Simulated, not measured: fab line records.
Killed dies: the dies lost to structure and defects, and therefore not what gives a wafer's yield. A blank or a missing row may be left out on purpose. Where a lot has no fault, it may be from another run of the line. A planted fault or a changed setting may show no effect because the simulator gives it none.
Problem report, 8D (eight disciplines) form, completed by code ; flow gf180mcu ; the parts of the form that need people (team, actions taken, sign-off) are left out

## 1. THE ISSUE
Across 9 wafers from 3 lots, NSD_RS at GF_PSD_RS_MEAS_14 averages 48.05 ohm/sq, while fault-free wafers read 46.13 ohm/sq with a standard deviation of 0.086. Relative to the usual mean, that is a shift of +22 standard deviations.
The step: measures by four-point-probe.
The first sign was on wafer L376.3 at day 17 09:21, on film metro-01. At this step, 36 wafers from 12 lots have a number in the record. Rule for "out", or "out of limits": more than 4 standard deviations from the usual mean. The rest of the wafers with a number are treated as sound.

## 2. WHAT IT IS AND WHAT IT IS NOT
question;is;is not
which readings at this step;NSD_RS;-
which lots;L376, L377, L379;L367, L368, L374, L375, L386, L387, L388, L389, L390
which wafers of those lots;all that have a number;-
read on which gauges;film metro-01, film metro-02, film metro-04;-
when;from day 17 09:21;"up to then (12 sound wafers); but 15 sound wafers of L386, L387, L388, L389, L390 came after"

## 3. THE SUSPECTS, EACH WITH WHAT RULES IT OUT
Counting: a tool at any process step up to the reading remains a suspect when it ran all the lots that are out and ran no sound lot after the first of those.
- the gauge at GF_PSD_RS_MEAS_14 has been ruled out. Those wafers that are out were read across 3 gauges (film metro-01, film metro-02, film metro-04).
- rtp anneal-02 at GF_PSD_RTA_13 (time 20 s): ruled out as a lasting fault. Sound lots L386, L389 ran on it after its first lot that is out, L376 (day 17 09:16).
Left after counting: nothing in the record.

## 4. THE CAUSE (what the simulator had put in)
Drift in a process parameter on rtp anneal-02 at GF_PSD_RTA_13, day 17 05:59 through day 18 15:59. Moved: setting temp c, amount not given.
The count ruled it out by mistake, since the rule takes a fault to strike every lot its tool runs from the start of the fault on, and this one did not do so.

## 5. SEQUENCE OF EFFECTS, ordered by route
Each row: a reading where the mean over the struck wafers with a number is more than 3 standard deviations away from the usual. Scope: only readings with a usual standard deviation given in the record; hours: median across lots of the time from each lot's start at the first step in this table that gives one to its start at this step; sigmas: change in usual standard deviations.
hours;step;reading;usual;on struck wafers;change;sigmas
0;GF_PSD_RTA_13;wafer_temp_C_max;1029.6;1013.7;-15.9;-12
0;GF_PSD_RS_MEAS_14;NSD_RS;46.13 ohm/sq;48.05;+1.92;+22
7;GF_PSD_RS_MEAS_15;PSD_RS;108.57 ohm/sq;118.18;+9.61;+36
Its process steps:
- GF_PSD_RTA_13: time 20 s.

## 6. WHAT WOULD HAVE CAUGHT IT SOONER
The first out-of-limits reading at a measuring or inspecting step in this record came at day 17 09:21, 3 hours after the fault's start at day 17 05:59.
Tool's own readings at GF_PSD_RTA_13, wafer_temp_C_max: out on all struck wafers the step has rows for; an alarm limit on them would have tripped on the first.
